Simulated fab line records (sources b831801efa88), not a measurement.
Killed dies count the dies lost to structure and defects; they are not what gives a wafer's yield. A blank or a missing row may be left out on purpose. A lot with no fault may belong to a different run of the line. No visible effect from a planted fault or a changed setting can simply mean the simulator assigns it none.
Which tool was responsible? | flow gf180mcu | 42 wafers sampled from 14 lots at 1 step of a route of 602

WHAT EACH GAUGE READ, for each wafer
GF_PSD_CD_MEAS_07: target cd 400 nm.
lot  | measured     | on        | cd nm (nm)
L262 | day 14 09:05 | cd sem-01 | 397.5 399.9 398.1
L263 | day 14 18:39 | cd sem-02 | 399.1 397.8 399.5
L264 | day 15 02:16 | cd sem-02 | 405.6 402.5 402.4
L265 | day 15 11:45 | cd sem-02 | 400.0 401.6 398.2
L267 | day 16 02:59 | cd sem-01 | 395.0 394.8 396.6
L268 | day 16 15:38 | cd sem-01 | 400.8 400.8 396.8
L269 | day 17 00:26 | cd sem-01 | 399.4 396.9 400.5
L272 | day 18 03:30 | cd sem-01 | 397.9 397.3 397.8
L271 | day 18 04:55 | cd sem-02 | 402.1 401.9 402.3
L280 | day 21 00:01 | cd sem-01 | 399.9 401.1 400.0
L281 | day 21 09:02 | cd sem-02 | 395.6 393.8 396.9
L282 | day 21 17:43 | cd sem-01 | 400.9 402.4 401.8
L283 | day 22 01:40 | cd sem-02 | 404.2 404.1 403.2
L284 | day 22 11:22 | cd sem-01 | 399.0 398.0 399.2

WHAT TOOL EACH LOT RAN ON (gives the tool, then ch and the chambers of the sampled wafers, and finally the start)
The record shows no process step preceding these readings.

WHAT THE TOOLS THEMSELVES READ (means of the sampled wafers that have a number; where no wafer has one, the mark that the record gives instead)
The record holds no such reading with a usual standard deviation.

THE ANSWER, worked out from the rows above alone
Rule: the usual values come from the lots themselves. The widest of any qualifying gaps counts: lots, ordered by their means at a reading, are off when they make up no more than a third of the lots, leave a main group of 4 or more, and stand apart from it by 3 or more times the standard deviation of that group's means. A main group is skipped when, at the precision printed for the reading in the tables above, its means are all equal. Also off: a lot with no number at a reading for which 4 or more lots have one. All remaining lots with rows at the step are treated as sound. First the gauges in route order, then the tools' own readings, where a lot's mean is used as printed above. At the first step where some lot is off, the reading lying furthest off is the one used; lots without a number count as furthest.
Across all readings shown, no lot is off: no conclusion can be drawn from this.

WHAT THE SIMULATOR HAD PUT IN
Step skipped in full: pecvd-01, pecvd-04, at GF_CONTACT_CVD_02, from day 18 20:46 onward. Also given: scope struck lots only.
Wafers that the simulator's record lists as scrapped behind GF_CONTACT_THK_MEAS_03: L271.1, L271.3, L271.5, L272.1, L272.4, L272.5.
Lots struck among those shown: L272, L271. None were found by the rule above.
